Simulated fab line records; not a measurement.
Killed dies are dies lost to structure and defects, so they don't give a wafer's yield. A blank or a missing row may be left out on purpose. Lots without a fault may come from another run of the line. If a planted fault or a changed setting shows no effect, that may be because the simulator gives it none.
The tool behind it: which one? | flow gf180mcu | 12 lots with 36 wafers sampled at 4 steps, on a route of 602 steps

## WHAT THE GAUGES SHOWED, per wafer
GF_V2_BOW_MEAS_05.
lot  | measured     | on            | V2_BOW (um)
L688 | day 19 16:01 | film-metro-04 | 94 86 110
L689 | day 20 02:28 | film-metro-02 | 112 114 98
L690 | day 20 02:46 | film-metro-02 | 101 92 96
L694 | day 22 13:11 | film-metro-04 | 102 102 102
L695 | day 22 21:51 | film-metro-02 | 92 85 97
L696 | day 23 01:02 | film-metro-04 | 93 107 112
L697 | day 23 10:52 | film-metro-02 | 96 100 102
L698 | day 23 19:53 | film-metro-04 | 86 80 94
L701 | day 24 21:25 | film-metro-02 | 115 97 110
L704 | day 25 09:50 | film-metro-04 | 100 112 108
L706 | day 25 15:22 | film-metro-02 | 112 97 99
L708 | day 26 12:41 | film-metro-03 | 107 92 99

GF_V2_CD_MEAS_14 targets a cd of 260 nm.
lot  | measured     | on        | cd-nm (nm)
L688 | day 20 16:17 | cd-sem-01 | 260.9 260.3 259.8
L689 | day 21 02:57 | cd-sem-01 | 260.8 260.8 261.1
L690 | day 21 03:08 | cd-sem-02 | 261.6 262.9 262.7
L694 | day 23 13:02 | cd-sem-01 | 260.6 260.5 261.4
L695 | day 23 21:19 | cd-sem-01 | 258.1 258.5 259.6
L696 | day 24 00:27 | cd-sem-01 | 259.0 259.7 259.1
L697 | day 24 09:44 | cd-sem-02 | 260.4 259.8 259.4
L698 | day 24 17:48 | cd-sem-02 | 259.3 260.4 259.3
L701 | day 25 18:40 | cd-sem-02 | 260.1 260.3 261.7
L704 | day 26 06:38 | cd-sem-01 | 258.3 258.3 259.1
L706 | day 26 12:34 | cd-sem-02 | 253.3 253.9 254.7 253.3 254.0 254.1
L708 | day 27 09:17 | cd-sem-01 | 255.7 255.9 254.7 255.6 255.7 254.6

## TOOL THAT RAN EACH LOT (tool first, then ch and the chambers of the sampled wafers, then the start)
lot  | GF_M2_SPUTTER_03             | GF_V2_EXPOSE_11
L688 | pvd-sputter-01, day 18 15:34 | krf-scanner-01 ch 0, day 20 04:14
L689 | pvd-sputter-02, day 19 01:26 | krf-scanner-02 ch 0, day 20 14:50
L690 | pvd-sputter-01, day 19 01:44 | krf-scanner-01 ch 0, day 20 15:19
L694 | pvd-sputter-01, day 21 11:45 | krf-scanner-01 ch 0, day 23 01:22
L695 | pvd-sputter-02, day 21 20:16 | krf-scanner-02 ch 0, day 23 09:59
L696 | pvd-sputter-02, day 22 00:01 | krf-scanner-01 ch 0, day 23 13:19
L697 | pvd-sputter-02, day 22 09:40 | krf-scanner-02 ch 0, day 23 23:02
L698 | pvd-sputter-02, day 22 18:52 | krf-scanner-02 ch 0, day 24 07:16
L701 | pvd-sputter-02, day 23 21:50 | krf-scanner-02 ch 0, day 25 08:05
L704 | pvd-sputter-03, day 24 10:58 | krf-scanner-01 ch 0, day 25 20:37
L706 | pvd-sputter-01, day 24 16:53 | krf-scanner-01 ch 0, day 26 02:25
L708 | pvd-sputter-01, day 25 14:25 | krf-scanner-01 ch 0, day 26 22:52
- GF_M2_SPUTTER_03: material Ti, target thk 10 nm, time 6.7 s.
- GF_V2_EXPOSE_11: exposes mask Via2, target cd 260 nm.

## WHAT THE TOOLS THEMSELVES READ (means of the sampled wafers that have a number; where no wafer has one, the mark that the record gives instead)
GF_M2_SPUTTER_03.
lot  | tool           | throttle-valve-pct (%)
L688 | pvd-sputter-01 | 29.7
L689 | pvd-sputter-02 | 29.3
L690 | pvd-sputter-01 | 30.0
L694 | pvd-sputter-01 | 29.6
L695 | pvd-sputter-02 | 28.9
L696 | pvd-sputter-02 | 29.0
L697 | pvd-sputter-02 | 29.8
L698 | pvd-sputter-02 | 29.6
L701 | pvd-sputter-02 | 29.1
L704 | pvd-sputter-03 | 31.1
L706 | pvd-sputter-01 | 30.6
L708 | pvd-sputter-01 | 29.9

GF_V2_EXPOSE_11.
lot  | tool           | exposure-dose-mJ-cm2
L688 | krf-scanner-01 | 38.00
L689 | krf-scanner-02 | 38.07
L690 | krf-scanner-01 | 38.01
L694 | krf-scanner-01 | 37.94
L695 | krf-scanner-02 | 38.04
L696 | krf-scanner-01 | 37.99
L697 | krf-scanner-02 | 38.03
L698 | krf-scanner-02 | 38.01
L701 | krf-scanner-02 | 37.96
L704 | krf-scanner-01 | 38.02
L706 | krf-scanner-01 | 36.74
L708 | krf-scanner-01 | 37.00

## THE ANSWER, worked out from the rows above alone
Rule: what is usual is taken from the lots themselves. Put in order of their means at a reading, lots are off if they are a third of the lots or fewer, leave a main group of 4 or more, and stand apart from it by a gap of 3 or more times the standard deviation of the main group's means; of several such gaps the widest counts. The tables above print the reading to a certain number of digits; a main group whose means all agree to those digits is not used. Also off: a lot with no number at a reading for which 4 or more lots have one. The other lots that the step has rows for count as sound. After the gauges, taken in route order, come the tools' own readings; for these a lot's mean is taken, as printed above. At the first step where some lot is off, the reading lying furthest off is the one used; lots without a number count as furthest.
Off, at GF_V2_EXPOSE_11 on exposure-dose-mJ-cm2: L706, L708. For the main group the mean is 38.01 and the standard deviation 0.036.
A tool fits if, at that step or a process step before it, it ran every lot that is off, and no sound lot after the first of them. Can't be told from this: 2 tools fit, pvd-sputter-01 at GF_M2_SPUTTER_03, krf-scanner-01 at GF_V2_EXPOSE_11.

## WHAT THE SIMULATOR HAD PUT IN
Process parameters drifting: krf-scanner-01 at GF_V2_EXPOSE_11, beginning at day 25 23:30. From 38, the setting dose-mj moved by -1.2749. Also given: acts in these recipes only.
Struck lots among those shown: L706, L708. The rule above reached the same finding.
